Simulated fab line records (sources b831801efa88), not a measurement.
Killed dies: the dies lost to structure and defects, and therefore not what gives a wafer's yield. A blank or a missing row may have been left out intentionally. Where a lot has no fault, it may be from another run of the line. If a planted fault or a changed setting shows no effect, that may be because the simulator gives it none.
Which of the tools did it? | flow sfq-line | 42 wafers from 14 lots sampled at 3 of the route's 325 steps

== WHAT THE GAUGES READ, wafer by wafer ==
The record lacks any reading of a measuring or inspecting step that a usual standard deviation could be used to judge.

== WHICH TOOL RAN EACH LOT (tool, then ch and the chambers of the sampled wafers, then the start) ==
lot  | SFQ_TRILAYER_C5_BARC_OPEN_VIA_ETCH_210 | SFQ_TRILAYER_C5_ETCH_VIA_ETCH_154  | SFQ_TRILAYER_M6_LITHO_EXPOSE_160
L608 | rie-diel-02 ch 1,3, day 67 10:37       | rie-diel-02 ch 1,3, day 67 10:40   | krf-scanner-02 ch 0, day 72 04:16
L610 | rie-diel-04 ch 1,2,3, day 67 14:13     | rie-diel-04 ch 1,2,3, day 67 14:16 | krf-scanner-02 ch 0, no start
L613 | rie-diel-01 ch 0,1,3, day 68 08:13     | rie-diel-01 ch 0,1,3, day 68 08:16 | krf-scanner-02 ch 0, day 72 23:40
L616 | rie-diel-04 ch 0,2,3, day 69 02:16     | rie-diel-04 ch 0,2,3, day 69 02:19 | krf-scanner-01 ch 0, day 73 13:47
L620 | rie-diel-01 ch 0,1,3, day 71 07:45     | rie-diel-01 ch 0,1,3, day 71 07:47 | krf-scanner-01, day 75 20:26
L621 | rie-diel-02 ch 0,1,2, day 71 12:33     | rie-diel-02 ch 0,1,2, day 71 12:35 | krf-scanner-02, day 76 00:58
L624 | rie-diel-02 ch 0,3, day 71 22:24       | rie-diel-02 ch 0,3, day 71 22:26   | krf-scanner-02 ch 0, day 76 12:10
L625 | rie-diel-02 ch 0,3, day 72 03:12       | rie-diel-02 ch 0,3, day 72 03:14   | krf-scanner-02 ch 0, day 76 16:34
L626 | rie-diel-01 ch 1,2, day 72 11:36       | rie-diel-01 ch 1,2, day 72 11:38   | krf-scanner-02 ch 0, day 76 22:34
L627 | rie-diel-01 ch 1,3, day 72 23:36       | rie-diel-01 ch 1,3, day 72 23:38   | krf-scanner-02 ch 0, day 77 11:58
L628 | rie-diel-04 ch 2,3, day 73 06:55       | rie-diel-04 ch 2,3, day 73 06:58   | krf-scanner-02 ch 0, day 77 19:10
L629 | rie-diel-04 ch 0,1,2, day 73 12:55     | rie-diel-04 ch 0,1,2, day 73 12:58 | krf-scanner-01 ch 0, day 78 01:41
L630 | rie-diel-01 ch 0,1,2, day 73 16:31     | rie-diel-01 ch 0,1,2, day 73 16:34 | krf-scanner-01 ch 0, day 78 03:53
L631 | rie-diel-02 ch 1,3, day 73 20:23       | rie-diel-02 ch 1,3, day 73 20:25   | krf-scanner-01 ch 0, day 78 07:41
- SFQ_TRILAYER_C5_BARC_OPEN_VIA_ETCH_210: etches BARC in O2, target depth 125 nm, time 41.7 s.
- SFQ_TRILAYER_C5_ETCH_VIA_ETCH_154: etches SiO2 in CHF3, stops on Nb, target depth 84 nm.
- SFQ_TRILAYER_M6_LITHO_EXPOSE_160: exposes mask M6, target cd 500 nm.

== AS READ BY THE TOOLS THEMSELVES (means over the sampled wafers that have a number; for cases with no such wafer, the mark the record gives instead) ==
SFQ_TRILAYER_C5_BARC_OPEN_VIA_ETCH_210.
lot  | tool        | bias-w (W) | chamber-pressure-mTorr (mTorr) | drypump-motor-current-A (A) | oes-product-au (a.u.)
L608 | rie-diel-02 | 80.03      | 30.009                         | 6.0                         | 0.690
L610 | rie-diel-04 | 79.89      | 29.981                         | 5.8                         | 0.686
L613 | rie-diel-01 | 80.05      | 29.998                         | 6.0                         | 0.683
L616 | rie-diel-04 | 79.90      | 29.990                         | 6.1                         | 0.682
L620 | rie-diel-01 | -          | -                              | -                           | -
L621 | rie-diel-02 | -          | -                              | -                           | -
L624 | rie-diel-02 | 79.96      | 30.009                         | 6.1                         | 0.680
L625 | rie-diel-02 | 79.66      | 29.994                         | 6.1                         | 0.684
L626 | rie-diel-01 | 79.92      | 29.993                         | 6.1                         | 0.686
L627 | rie-diel-01 | 80.09      | 30.004                         | 6.1                         | 0.681
L628 | rie-diel-04 | 80.10      | 29.996                         | 6.4                         | 0.680
L629 | rie-diel-04 | 79.94      | 30.014                         | 5.7                         | 0.682
L630 | rie-diel-01 | 80.00      | 29.977                         | 6.1                         | 0.687
L631 | rie-diel-02 | 80.23      | 29.985                         | 6.1                         | 0.685

SFQ_TRILAYER_C5_ETCH_VIA_ETCH_154.
lot  | tool        | bias-w (W) | chamber-pressure-mTorr (mTorr) | drypump-motor-current-A (A) | oes-product-au (a.u.)
L608 | rie-diel-02 | 79.85      | 29.969                         | 6.1                         | 0.890
L610 | rie-diel-04 | 80.24      | 29.995                         | 5.8                         | 0.898
L613 | rie-diel-01 | 79.88      | 30.001                         | 6.0                         | 0.898
L616 | rie-diel-04 | 80.09      | 29.991                         | 6.1                         | 0.889
L620 | rie-diel-01 | 79.97      | 30.000                         | 6.1                         | 0.373
L621 | rie-diel-02 | 79.85      | 30.027                         | 5.6                         | 0.377
L624 | rie-diel-02 | 80.15      | 30.024                         | 6.1                         | 0.898
L625 | rie-diel-02 | 79.92      | 30.001                         | 6.1                         | 0.894
L626 | rie-diel-01 | 80.00      | 30.004                         | 6.1                         | 0.894
L627 | rie-diel-01 | 79.92      | 29.974                         | 6.1                         | 0.895
L628 | rie-diel-04 | 80.04      | 29.983                         | 6.4                         | 0.897
L629 | rie-diel-04 | 80.13      | 30.014                         | 5.6                         | 0.899
L630 | rie-diel-01 | 80.22      | 30.000                         | 6.2                         | 0.898
L631 | rie-diel-02 | 80.24      | 29.981                         | 6.1                         | 0.889

SFQ_TRILAYER_M6_LITHO_EXPOSE_160.
lot  | tool           | exposure-dose-mJ-cm2 | focus-offset-nm (nm) | stage-vel-mm-s (mm/s)
L608 | krf-scanner-02 | 14.395               | -0.5                 | 499.82
L610 | krf-scanner-02 | 14.415               | 0.1                  | 499.85
L613 | krf-scanner-02 | 14.407               | 0.9                  | 499.63
L616 | krf-scanner-01 | 14.391               | 0.0                  | 500.24
L620 | krf-scanner-01 | -                    | -                    | -
L621 | krf-scanner-02 | -                    | -                    | -
L624 | krf-scanner-02 | 14.397               | 0.1                  | 500.10
L625 | krf-scanner-02 | 14.406               | -0.2                 | 500.12
L626 | krf-scanner-02 | 14.395               | -0.4                 | 499.77
L627 | krf-scanner-02 | 14.395               | -0.5                 | 499.75
L628 | krf-scanner-02 | 14.393               | -0.1                 | 500.31
L629 | krf-scanner-01 | 14.395               | -0.0                 | 499.99
L630 | krf-scanner-01 | 14.413               | -0.1                 | 499.98
L631 | krf-scanner-01 | 14.413               | -0.0                 | 500.20

== THE ANSWER, worked out from the rows above alone ==
Rule: usual is defined by the lots themselves. Put in order of their means at a reading, lots are off if they are a third of the lots or fewer, leave a main group of 4 or more, and stand apart from it by a gap of 3 or more times the standard deviation of the main group's means; of several such gaps the widest counts. If all means in a main group match to the digits the tables above print for the reading, that group is not used. A lot without any number at a reading at which 4 lots or more have one is off too. Any other lot the step has rows for is counted as sound. The gauges are gone through in route order, then the tools' own readings, and for those a lot's mean is taken as printed above. At the first step where some lot is off, the reading lying furthest off is the one used; lots without a number count as furthest.
Off at SFQ_TRILAYER_C5_BARC_OPEN_VIA_ETCH_210 (bias-w): L620, L621. Without a number there: L620, L621. Mean 79.98 W and standard deviation 0.14 in the main group.
A tool fits if, at that step or a process step before it, it ran every lot that is off, and no sound lot after the first of them. No candidate that was tried fits.

== WHAT HAD BEEN PUT IN BY THE SIMULATOR ==
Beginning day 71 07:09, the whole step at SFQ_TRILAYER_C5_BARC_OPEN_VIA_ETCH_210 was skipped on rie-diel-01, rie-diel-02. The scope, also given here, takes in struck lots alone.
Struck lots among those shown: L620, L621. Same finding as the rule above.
